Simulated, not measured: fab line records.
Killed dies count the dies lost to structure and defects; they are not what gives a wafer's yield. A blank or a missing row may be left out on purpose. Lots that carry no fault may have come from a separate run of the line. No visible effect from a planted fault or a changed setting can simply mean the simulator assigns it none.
Comparing a struck lot with a sound one    flow sky130    33 steps out of a route of 708
Sound: the wafers L163.1, L163.2, L163.6. Struck: wafer L178.2; the same lot's L178.5 was not struck, so it is left out; see the end for the cause.
Each step with rows lists, per side, the tool, then ch with its chambers, then its first start. Under that, the readings that differ: sound wafers    struck wafers    difference of the means    sigmas: that difference in standard deviations of wafers without a fault.
alike: readings with means less than 2 such deviations apart, plus words and numbers identical on both sides. not compared: withheld readings, readings lacking a value on some wafer, bounds such as >300 that could conceal the same value, and numbers that have no deviation in the record and whose values overlap.
Wherever a step has rows on one side only, a row that says differs or no value, or a row with sigmas, the two part there. When numbers do not overlap yet have no deviation, they are printed without sigmas and do not part them. A reading missing from all wafers of one side parts the sides only when that side holds two or more wafers.

first, 5 steps without rows for these wafers: SKY_LDD_P_COAT_02 (resist thk 1140 nm); SKY_LDD_P_SOFTBAKE_03 (time 60 s); SKY_LDD_P_EXPOSE_04 (exposes mask PSDM, target cd 380 nm); SKY_LDD_P_PEB_05; SKY_LDD_P_DEVELOP_06 (develop time 60 s).
SKY_LDD_P_CD_MEAS_07: the cd target is 380 nm.
  struck on cd-sem-02, day 26 18:49; sound on cd-sem-02, day 21 06:34
  alike: cd-nm
SKY_LDD_P_OVL_MEAS_08:
  struck on overlay-02, day 26 18:56; sound on overlay-01, day 21 06:41
  alike: LDD_P_OVL
after that, 1 step had no rows for these wafers: SKY_LDD_P_IMPLANT_09.
SKY_LDD_P_STRIP_10: strips in O2/N2.
  sound on plasma-asher-03 ch 0,1, day 21 06:52; struck on plasma-asher-02 ch 0, day 26 19:07
reading                      sound        struck  difference  sigmas
drypump-motor-current-A (A)  5.1 5.1 5.0  6.3     +1.2        +2
  alike: oes-product-au, strip-time-to-endpoint-s
  not compared: rf-hours-counter-h
SKY_LDD_P_TW_MEAS_11:
  struck on film-metro-03, day 26 19:13; sound on film-metro-01, day 21 06:58
  alike: LDD_P_TW
then, 2 steps without rows for these wafers: SKY_LDD_HVN_DEHYDRATE_00 (time 60 s); SKY_LDD_HVN_HMDS_01 (prime time 60 s).
SKY_LDD_HVN_COAT_02: resist thk 300 nm.
  sound on litho-track-03 ch 0, day 21 21:43; struck on litho-track-04 ch 0, day 27 09:11
reading                                       sound              struck  difference  sigmas
model.NOVOLAK_of_LDD_HVN_COAT_02.thk-nm (nm)  299.8 298.9 299.8  163.7   -135.8      
  alike: chill-plate-temp-C
then, 3 steps without rows for these wafers: SKY_LDD_HVN_SOFTBAKE_03 (time 60 s); SKY_LDD_HVN_EXPOSE_04 (exposes mask HVNTM, target cd 700 nm); SKY_LDD_HVN_PEB_05.
SKY_LDD_HVN_DEVELOP_06: develop time 60 s.
  sound on litho-track-04 ch 0, day 22 13:01; struck on litho-track-04 ch 0, day 27 23:35
reading                                       sound              struck  difference  sigmas
model.NOVOLAK_of_LDD_HVN_COAT_02.thk-nm (nm)  299.4 298.5 299.4  163.3   -135.8      
  alike: chill-plate-temp-C
SKY_LDD_HVN_OVL_MEAS_07:
  struck on overlay-02, day 27 23:43; sound on overlay-01, day 22 13:10
  alike: LDD_HVN_OVL
after that, 1 step had no rows for these wafers: SKY_LDD_HVN_IMPLANT_08.
SKY_LDD_HVN_STRIP_09: strips in O2/N2.
  sound on plasma-asher-03 ch 0,1, day 22 13:21; struck on plasma-asher-04 ch 1, day 27 23:54
reading                       sound              struck  difference  sigmas
oes-product-au (a.u.)         0.409 0.418 0.398  0.337   -0.071      -14
strip-time-to-endpoint-s (s)  4.140 4.118 4.133  2.306   -1.824      -99 or more
  alike: drypump-motor-current-A
  not compared: rf-hours-counter-h
SKY_LDD_HVN_TW_MEAS_10:
  struck on film-metro-04, day 28 00:01; sound on film-metro-01, day 22 13:27
  alike: LDD_HVN_TW
then, 7 steps without rows for these wafers: SKY_LDD_HVP_DEHYDRATE_00 (time 60 s); SKY_LDD_HVP_HMDS_01 (prime time 60 s); SKY_LDD_HVP_COAT_02 (resist thk 300 nm); SKY_LDD_HVP_SOFTBAKE_03 (time 60 s); SKY_LDD_HVP_EXPOSE_04 (exposes mask HVPTM, target cd 700 nm); SKY_LDD_HVP_PEB_05; SKY_LDD_HVP_DEVELOP_06 (develop time 60 s).
SKY_LDD_HVP_OVL_MEAS_07:
  struck on overlay-02, day 29 04:32; sound on overlay-02, day 23 19:47
  alike: LDD_HVP_OVL
after that, 1 step had no rows for these wafers: SKY_LDD_HVP_IMPLANT_08.
SKY_LDD_HVP_STRIP_09: strips in O2/N2.
  sound on plasma-asher-01 ch 0,1, day 23 19:58; struck on plasma-asher-04 ch 0, day 29 04:43
reading                       sound              struck  difference  sigmas
strip-time-to-endpoint-s (s)  4.145 4.117 4.131  4.096   -0.035      -3
  alike: drypump-motor-current-A, oes-product-au
  not compared: rf-hours-counter-h
SKY_LDD_HVP_TW_MEAS_10:
  struck on film-metro-04, day 29 04:50; sound on film-metro-02, day 23 20:04
reading     sound              struck  difference  sigmas
LDD_HVP_TW  453.5 453.3 453.0  474.5   +21.2       +10
then, 1 step without rows for these wafers: SKY_LDD_LDN_DEHYDRATE_00 (time 60 s).

## WHERE THEY PART
At SKY_LDD_P_STRIP_10 first; at SKY_LDD_HVP_TW_MEAS_10 last (within this record only).

WHY: what had been put in by the simulator
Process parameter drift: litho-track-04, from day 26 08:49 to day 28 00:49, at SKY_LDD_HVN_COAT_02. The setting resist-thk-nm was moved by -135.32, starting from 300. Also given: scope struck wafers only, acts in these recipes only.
